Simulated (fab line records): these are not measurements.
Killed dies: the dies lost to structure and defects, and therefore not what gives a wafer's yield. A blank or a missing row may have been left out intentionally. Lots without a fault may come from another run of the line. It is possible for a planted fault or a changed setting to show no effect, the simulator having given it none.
Matching of chambers + flow sfq line + SFQ_TRILAYER_I3_CMP_CMP_082 on cmp-02 has 4 sister chambers
The step polishes SiO2. 8 wafers are shown with their chamber, then 10 later ones without.

## EACH WAFER AND ITS CHAMBER
| wafer  | chamber | motor current A (A) | time to endpoint s (s) |
|--------|---------|---------------------|------------------------|
| L893.6 | 0       | 9.0                 | 205                    |
| L895.2 | 2       | 9.0                 | 204                    |
| L895.6 | 3       | 8.2                 | 221                    |
| L901.2 | 3       | 8.8                 | 218                    |
| L901.4 | 2       | 8.7                 | 224                    |
| L901.6 | 1       | 9.7                 | 218                    |
| L902.3 | 0       | 9.1                 | 214                    |
| L902.4 | 1       | 9.7                 | 218                    |

## WAFERS MISSING THEIR CHAMBER
| wafer  | motor current A (A) | time to endpoint s (s) |
|--------|---------------------|------------------------|
| L902.6 | 9.1                 | 223                    |
| L905.2 | 8.7                 | 214                    |
| L905.3 | 9.1                 | 215                    |
| L905.4 | 8.6                 | 218                    |
| L906.4 | 8.7                 | 222                    |
| L906.3 | 9.6                 | 217                    |
| L906.5 | 9.1                 | 223                    |
| L909.1 | 8.9                 | 214                    |
| L909.3 | 9.5                 | 203                    |
| L909.5 | 8.7                 | 218                    |

## WHICH CHAMBER EACH ONE RAN IN
| wafer  | from the rows above               | in truth |
|--------|-----------------------------------|----------|
| L902.6 | can't be placed: 2 or 0 or 3 or 1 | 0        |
| L905.2 | can't be placed: 2 or 3 or 0      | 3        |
| L905.3 | can't be placed: 0 or 2 or 1 or 3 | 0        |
| L905.4 | can't be placed: 3 or 2 or 0      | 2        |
| L906.4 | can't be placed: 3 or 2 or 0      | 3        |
| L906.3 | 1                                 | 1        |
| L906.5 | can't be placed: 2 or 0 or 3 or 1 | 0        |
| L909.1 | can't be placed: 2 or 0 or 3      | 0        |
| L909.3 | can't be placed: 0 or 1 or 2      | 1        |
| L909.5 | can't be placed: 2 or 3 or 0      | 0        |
Placed correctly: 1 of 10. Cannot be placed on the basis of these rows: 9; the candidates contain the true chamber in 9. Number placed wrongly: 0.
How it was worked out, from the rows above alone: a wafer's distance from a chamber is the root of the sum, over the readings, of the square of ((its reading less the chamber's mean) divided by the reading's scatter). If the next closest chamber is less than 2 further off than the closest, the wafer can't be placed; otherwise it belongs to the closest. Each chamber's mean is taken over the wafers shown for it. How the scatter is found: for the shown wafers, subtract from each reading the mean of its chamber, square and add these, divide the total by (wafers less chambers), then take the root.
